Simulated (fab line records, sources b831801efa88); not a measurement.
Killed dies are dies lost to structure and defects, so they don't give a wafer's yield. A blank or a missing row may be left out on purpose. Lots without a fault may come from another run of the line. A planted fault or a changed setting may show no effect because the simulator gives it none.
A struck lot beside a sound one | flow sky130 | 16 steps out of a route of 708
Sound: wafers L495.1, L495.3, L495.6. Struck: wafers L504.2, L504.3, L504.6. The cause comes at the end.
At each step with rows: each side's tool, then ch and its chambers, then its first start. Under that, the readings that differ: sound wafers | struck wafers | difference of the means | sigmas: that difference in standard deviations of wafers without a fault.
alike: readings whose means differ by less than 2 such deviations, and words and numbers that are the same on both sides. not compared: withheld readings, readings that some wafer has no value for, bounds like >300 that may hide the same value, and numbers for which the record gives no deviation and whose values overlap.
The two part at a step that has a row with sigmas, a row that says differs or no value, or rows on one side only. Numbers that don't overlap but have no deviation are shown without sigmas and don't part them. A reading that every wafer of one side lacks parts them only if that side has two wafers or more.

SKY_CAPM_THK_MEAS_01:
  sound on film_metro-04, day 36 09:50; struck on film_metro-03, day 39 14:09
  alike: CAPM_CVD_00_THK
SKY_CAPM_SPUTTER_02: material TiN, target thk 200 nm, time 166.7 s.
  sound on pvd_sputter-04, day 36 09:53; struck on pvd_sputter-01, day 39 14:12
  alike: cathode_dc_power_W, throttle_valve_pct
SKY_CAPM_RS_MEAS_03: measures by four-point-probe.
  sound on film_metro-03, day 36 10:00; struck on film_metro-04, day 39 14:20
  alike: CAPM_TIN_RS
SKY_CAPM_THK_MEAS_04: measures by xrf.
  sound on film_metro-03, day 36 10:07; struck on film_metro-04, day 39 14:26
  alike: CAPM_TIN_THK
then, 7 steps without rows for these wafers: SKY_CAPM_DEHYDRATE_05 (time 60 s); SKY_CAPM_HMDS_06 (prime time 60 s); SKY_CAPM_COAT_07 (resist thk 1140 nm); SKY_CAPM_SOFTBAKE_08 (time 60 s); SKY_CAPM_EXPOSE_09 (exposes mask CAPM, target cd 1000 nm); SKY_CAPM_PEB_10; SKY_CAPM_DEVELOP_11 (develop time 60 s).
SKY_CAPM_OVL_MEAS_12:
  sound on overlay-01, day 37 11:47; struck on overlay-02, day 40 14:50
  alike: CAPM_OVL
SKY_CAPM_METAL_ETCH_13: etches TiN in Cl2/BCl3, stops on SiO2, target depth 220 nm, time 62.9 s.
  sound on rie_metal-03 ch 1, day 37 11:49; struck on rie_metal-01 ch 0,1, day 40 14:52
  reading                                   | sound                | struck               | difference | sigmas
  oes_product_au (a.u.)                     | 0.944 0.947 0.936    | 0.906 0.911 0.915    | -0.032     | -4
  rf_fwd_power_W (W)                        | 889 889 889          | 748 751 753          | -138       | -38
  throttle_valve_pct (%)                    | 21.890 21.887 21.899 | 21.927 21.923 21.899 | +0.024     | +2
  model.NOVOLAK_of_CAPM_COAT_07.thk_nm (nm) | 1000 1001 997.7      | 1018 1012 1011       | +14        |
  model.etch.depth_nm (nm)                  | 200.4 201.8 200.1    | 188.2 189.2 191.1    | -11.3      |
  model.CAPM.feature_depth_nm (nm)          | 200.4 201.8 200.1    | 188.2 189.2 191.1    | -11.3      |
  alike: drypump_motor_current_A
  not compared: rf_hours_counter_h
SKY_CAPM_STRIP_14: strips in O2/N2.
  sound on plasma_asher-02 ch 0, day 37 11:54; struck on plasma_asher-04 ch 0,1, day 40 14:57
  reading                      | sound             | struck            | difference | sigmas
  drypump_motor_current_A (A)  | 6.6 6.6 6.6       | 5.4 4.7 4.7       | -1.7       | -3
  strip_time_to_endpoint_s (s) | 12.73 12.74 12.70 | 12.88 12.80 12.80 | +0.10      | +2
  alike: oes_product_au
  not compared: rf_hours_counter_h
then, 1 step without rows for these wafers: SKY_CAPM_STRIP_15 (strips in post etch residue remover, time 1200 s).
-- the record jumps here: 8 days lie between the struck wafers' starts before and after (it left off in module CAPM and takes up again in module PAD_OPEN, whose first step shown is number 708 of the route) --
SKY_PAD_OPEN_PROBE_99:
  sound on prober-02, day 45 21:59; struck on prober-01, day 48 07:52
  reading                                    | sound                            | struck               | difference | sigmas
  model.etest.met3.line_ohm_um               | 0.1407 0.1458 0.1444             | 288.9 307.2 313.7    | +303.1     |
  model.etest.tester.sort_n_pass             | 422 399 401                      | 0 0 0                | -407       |
  model.etest.via3_chain.rc_ohm              | 9.524 9.787 9.6                  | 224.4 244.1 252.5    | +230.7     |
  model.etest.met3.rs_ohm_sq                 | 0.04205 0.04202 0.04262          | 86.57 91.84 92.72    | +90.33     |
  model.etest.tester.sort_yield_pct (%)      | 85.77 81.1 81.5                  | 0 0 0                | -83        |
  model.etest.tester.sort_bin_4_pct (%)      | 0 0 0                            | 85.07 80.85 82.87    | +82.93     |
  model.etest.met3.rs_ohm_sq_rim_less_centre | -0.0001479 -0.0002092 -0.0001803 | -26.04 -44.36 -10.24 | -26.88     |
  model.etest.res_deep_nwell.open            | 0 0 0                            | 1 1 1                | +1         |
  alike: defect_limited_yield, killed_at_M0_to_M3, killed_at_M4_up, killed_at_contacts, killed_at_front_end, killed_at_other, killed_dies, killed_open, killed_short

WHERE THEY PART
First at SKY_CAPM_METAL_ETCH_13; last, within this record, at SKY_CAPM_STRIP_14. Later steps at which nothing parts them and some readings are alike: SKY_PAD_OPEN_PROBE_99.

WHY: what the simulator had put in
Process parameter drift: rie_metal-01, from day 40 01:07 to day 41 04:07, at SKY_CAPM_METAL_ETCH_13. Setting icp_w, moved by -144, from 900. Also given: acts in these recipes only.
